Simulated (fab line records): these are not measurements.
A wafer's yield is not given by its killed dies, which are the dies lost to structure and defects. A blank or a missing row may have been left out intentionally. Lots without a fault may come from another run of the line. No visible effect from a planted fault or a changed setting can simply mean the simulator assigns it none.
One fault through the eyes of 2 desks	flow gf180mcu	every desk sees just its own numbers, and what lay behind them comes last

== AT THE METROLOGY DESK ==
Lot by lot, what the gauges showed, no matter which tool ran the lot: averages of those sampled wafers that carry a number. The brackets show how far a lot's mean lies from the usual mean; more than 4 standard deviations puts the lot out of limits, marked OUT.
Columns: A = V1_W_RS at GF_V1_RS_MEAS_24, usual 0.325 ohm/sq; B = V1_W_THK at GF_V1_THK_MEAS_25, usual 360 nm
lot	first seen here	A	B
L775	day 19 03:32	0.332	354
L777	day 19 18:04	0.323	352
L778	day 20 13:10	0.329	357
L788	day 24 03:37	0.321	360
L793	day 25 11:43	0.324	371
L795	day 26 04:43	0.323	359
Finding of this desk: none of the 6 lots has anything out of limits.

== DESK OF THE TOOL OWNER: pvd sputter-01 ==
The tool's own readings at GF_M2_SPUTTER_03 (material Ti, target thk 10 nm, time 6.7 s): means of the sampled wafers that have a number, for each lot that ran on this tool. The brackets show how far a lot's mean lies from the usual mean; more than 4 standard deviations puts the lot out of limits, marked OUT.
Columns: A = chamber pressure pa at GF_M2_SPUTTER_03, usual 0.3000 Pa; B = throttle valve pct at GF_M2_SPUTTER_03, usual 30.0 %
lot	first seen here	A	B
L777	day 19 18:42	0.3002	29.8
L778	day 20 13:47	0.3009	30.0
L795	day 26 05:22	0.2995	30.7
Finding of this desk: none of the 3 lots has anything out of limits.

== ALL TOGETHER ==
Metrology desk: nothing out of limits seen.
The desk of the tool owner found nothing out of limits.

== WHAT HAD BEEN PUT IN BY THE SIMULATOR ==
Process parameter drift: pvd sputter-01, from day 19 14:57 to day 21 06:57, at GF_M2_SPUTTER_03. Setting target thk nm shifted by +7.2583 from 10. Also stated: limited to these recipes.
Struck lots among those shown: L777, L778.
